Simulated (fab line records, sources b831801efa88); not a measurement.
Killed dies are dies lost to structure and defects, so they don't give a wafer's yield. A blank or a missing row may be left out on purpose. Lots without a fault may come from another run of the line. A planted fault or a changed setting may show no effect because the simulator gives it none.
Chamber matching | flow sky130 | SKY_CONTACT_HDPCVD_02 on hdpcvd-01: 3 sister chambers
The step deposits SiO2, target thk 565 nm, time 94.2 s. 16 wafers are shown with their chamber, then 8 later ones without.

WAFERS WITH THEIR CHAMBER
wafer  | chamber | pressure_mtorr (mTorr)
L177.1 | 2       | 6.001
L177.3 | 0       | 6.012
L177.5 | 2       | 5.991
L180.1 | 0       | 6.014
L180.2 | 2       | 6.012
L180.5 | 1       | 5.997
L181.1 | 2       | 5.982
L181.2 | 1       | 6.015
L181.3 | 0       | 5.973
L182.1 | 0       | 6.017
L182.2 | 2       | 6.000
L182.6 | 1       | 5.992
L183.3 | 1       | 6.008
L183.4 | 2       | 6.006
L183.5 | 0       | 6.003
L193.2 | 1       | 5.998

SIGNATURES (means of the wafers above)
reading        | chamber 0 | chamber 1 | chamber 2 | scatter within a chamber
pressure_mtorr | 6.00380   | 6.00200   | 5.99867   | 0.0131
Rule: a wafer's distance from a chamber is the root of the sum, over the readings, of the square of ((its reading less the chamber's mean) divided by the reading's scatter). The wafer belongs to the nearest chamber; if the next one is less than 2 further off, it can't be placed. The scatter: the root of (the sum of the squares of (reading less its chamber's mean) over the shown wafers, divided by (wafers less chambers)).

WAFERS WITHOUT THEIR CHAMBER
wafer  | pressure_mtorr (mTorr)
L193.3 | 6.030
L193.4 | 6.009
L197.1 | 5.985
L197.3 | 6.019
L197.4 | 6.002
L198.2 | 6.017
L198.3 | 6.015
L198.4 | 6.019

WHICH CHAMBER EACH WENT THROUGH
wafer  | from the rows above          | in truth
L193.3 | can't be placed: 0 or 1 or 2 | 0
L193.4 | can't be placed: 0 or 1 or 2 | 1
L197.1 | can't be placed: 2 or 1 or 0 | 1
L197.3 | can't be placed: 0 or 1 or 2 | 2
L197.4 | can't be placed: 1 or 0 or 2 | 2
L198.2 | can't be placed: 0 or 1 or 2 | 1
L198.3 | can't be placed: 0 or 1 or 2 | 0
L198.4 | can't be placed: 0 or 1 or 2 | 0
Placed correctly: 0 of 8. Can't be placed from these rows: 8 (the true chamber is among the candidates in 8). Placed wrongly: 0.
